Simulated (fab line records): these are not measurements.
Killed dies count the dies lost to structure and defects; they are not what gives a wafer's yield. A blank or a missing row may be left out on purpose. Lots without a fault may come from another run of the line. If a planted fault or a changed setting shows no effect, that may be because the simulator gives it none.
What tool caused it? | flow sky130 | 13 lots, 39 wafers sampled, at 5 steps of a route of 708

## WHAT THE GAUGES SHOWED, per wafer
SKY_VT_ADJUST_HVTP_TW_MEAS_11.
lot  | measured     | on            | VT_ADJUST_HVTP_TW
L283 | day 6 04:38  | film metro-01 | 1358 1355 1349
L284 | day 6 12:24  | film metro-03 | 1357 1347 1348
L285 | day 6 20:44  | film metro-01 | 1356 1357 1356
L286 | day 7 06:37  | film metro-03 | 1345 1346 1342
L289 | day 7 22:23  | film metro-01 | 1363 1365 1362
L295 | day 9 16:45  | film metro-01 | 1390 1394 1389
L294 | day 9 17:57  | film metro-03 | 1401 1390 1397
L296 | day 9 22:12  | film metro-02 | 1369 1376 1382
L298 | day 10 09:30 | film metro-01 | 1366 1354 1364
L299 | day 10 16:52 | film metro-03 | 1343 1339 1336
L301 | day 11 06:36 | film metro-01 | 1344 1358 1348
L302 | day 11 09:32 | film metro-02 | 1380 1370 1374
L304 | day 12 03:12 | film metro-03 | 1335 1335 1341

SKY_METAL1_RS_MEAS_05: the measuring method here is four-point-probe.
lot  | measured     | on            | METAL1_ALCU_RS (ohm/sq)
L283 | day 31 23:08 | film metro-03 | 0.1279 0.1292 0.1289
L284 | day 32 08:07 | film metro-04 | 0.1265 0.1273 0.1279
L285 | day 32 18:50 | film metro-03 | 0.1265 0.1258 0.1265
L286 | day 33 04:36 | film metro-03 | 0.1277 0.1277 0.1266
L289 | day 34 06:47 | film metro-03 | 0.1232 0.1228 0.1225
L295 | day 36 05:00 | film metro-02 | 0.1268 0.1254 0.1276
L294 | day 36 04:01 | film metro-02 | 0.1255 0.1254 0.1249
L296 | day 37 14:15 | film metro-04 | 0.1264 0.1270 0.1272
L298 | day 37 12:08 | film metro-03 | 0.1250 0.1261 0.1256
L299 | day 37 11:20 | film metro-03 | 0.1255 0.1264 0.1261
L301 | day 37 20:46 | film metro-02 | 0.1262 0.1272 0.1272
L302 | day 38 02:11 | film metro-04 | 0.1259 0.1255 0.1248
L304 | day 38 22:32 | film metro-02 | 0.1277 0.1286 0.1288

SKY_VIA1_BOW_MEAS_03.
lot  | measured     | on            | VIA1_BOW (um)
L283 | day 33 02:38 | film metro-03 | 77 64 72
L284 | day 33 12:52 | film metro-01 | 69 78 85
L285 | day 33 23:58 | film metro-01 | 76 74 79
L286 | day 34 08:50 | film metro-03 | 89 83 70
L289 | day 35 10:57 | film metro-02 | 77 72 69
L295 | day 37 08:34 | film metro-03 | 77 69 76
L294 | day 37 07:22 | film metro-03 | 89 76 79
L296 | day 38 18:02 | film metro-02 | 69 84 87
L298 | day 38 15:03 | film metro-01 | 78 83 84
L299 | day 38 13:53 | film metro-02 | 74 82 97
L301 | day 38 23:39 | film metro-01 | 70 69 80
L302 | day 39 05:25 | film metro-03 | 95 85 78
L304 | day 40 01:20 | film metro-01 | 74 93 67

SKY_VIA1_OVL_MEAS_13.
lot  | measured     | on         | VIA1_OVL (nm)
L283 | day 34 05:34 | overlay-02 | 14 7 4
L284 | day 34 15:44 | overlay-02 | 1 -1 1
L285 | day 35 02:01 | overlay-02 | 7 6 3
L286 | day 35 11:01 | overlay-02 | 5 4 10
L289 | day 36 12:41 | overlay-02 | 1 12 5
L295 | day 38 10:34 | overlay-01 | 3 -2 8
L294 | day 38 08:40 | overlay-02 | 7 6 4
L296 | day 39 18:26 | overlay-02 | 6 5 13
L298 | day 39 15:55 | overlay-01 | 5 5 1
L299 | day 39 15:15 | overlay-01 | 0 1 -1
L301 | day 40 00:32 | overlay-02 | 3 1 1
L302 | day 40 06:01 | overlay-01 | 4 8 1
L304 | day 41 01:42 | overlay-02 | 1 5 3

## WHICH TOOL RAN EACH LOT (tool, then ch and the chambers of the sampled wafers, then the start)
lot  | SKY_VT_ADJUST_HVTP_IMPLANT_09
L283 | implanter-02 ch 0, day 6 04:23
L284 | implanter-01 ch 0, day 6 12:09
L285 | implanter-02 ch 0, day 6 20:31
L286 | implanter-02 ch 0, day 7 06:22
L289 | implanter-02 ch 0, day 7 22:08
L295 | implanter-02 ch 0, day 9 16:30
L294 | implanter-02 ch 0, day 9 17:42
L296 | implanter-03 ch 0, day 9 21:57
L298 | implanter-01 ch 0, day 10 09:17
L299 | implanter-03 ch 0, day 10 16:37
L301 | implanter-03 ch 0, day 11 06:21
L302 | implanter-01 ch 0, day 11 09:19
L304 | implanter-03 ch 0, day 12 02:57
- SKY_VT_ADJUST_HVTP_IMPLANT_09

## WHAT THE TOOLS THEMSELVES READ (means of the sampled wafers that have a number; where no wafer has one, the mark that the record gives instead)
SKY_VT_ADJUST_HVTP_IMPLANT_09.
lot  | tool         | beam energy keV | faraday current uA
L283 | implanter-02 | 150.05          | 24.1
L284 | implanter-01 | 149.96          | 24.3
L285 | implanter-02 | 150.04          | 24.1
L286 | implanter-02 | 150.09          | 24.6
L289 | implanter-02 | 149.98          | 24.6
L295 | implanter-02 | 167.89          | 23.8
L294 | implanter-02 | 167.80          | 24.5
L296 | implanter-03 | 150.02          | 24.2
L298 | implanter-01 | 149.99          | 24.7
L299 | implanter-03 | 149.93          | 24.5
L301 | implanter-03 | 150.02          | 24.3
L302 | implanter-01 | 149.99          | 24.5
L304 | implanter-03 | 149.98          | 24.2

## THE ANSWER, worked out from the rows above alone
Rule: usual is defined by the lots themselves. The widest of any qualifying gaps counts: lots, ordered by their means at a reading, are off when they make up no more than a third of the lots, leave a main group of 4 or more, and stand apart from it by 3 or more times the standard deviation of that group's means. If all means in a main group match to the digits the tables above print for the reading, that group is not used. Also off: a lot with no number at a reading for which 4 or more lots have one. Where the step has rows for the other lots, those lots are counted as sound. Order of review: gauges by route order, followed by the tools' own readings, for which a lot's mean as printed above is used. At the first step where some lot is off, the reading lying furthest off is the one used; lots without a number count as furthest.
Off, at SKY_VT_ADJUST_HVTP_IMPLANT_09 on beam energy keV: L295, L294. Main group: mean 150.00, sd 0.043.
If a tool, at that step or one of the process steps before it, ran each lot that is off and ran no sound lot following the first of them, it fits. One fits: implanter-02 at SKY_VT_ADJUST_HVTP_IMPLANT_09. Its last sound lot is L289 (day 7 22:08), its first lot that is off L295 (day 9 16:30): a fault that began between those two fits.
On the lots that are off, the tool's own readings at SKY_VT_ADJUST_HVTP_IMPLANT_09 differ by more than 5 times the standard deviation of the sound lots' means, which bears it out; beam energy keV reads 167.84 there versus 150.00 on the sound lots.

## WHAT THE SIMULATOR HAD PUT IN
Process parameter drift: implanter-02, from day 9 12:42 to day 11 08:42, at SKY_VT_ADJUST_HVTP_IMPLANT_09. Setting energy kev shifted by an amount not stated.
Struck lots among those shown: L295, L294. The same result came from the rule above.
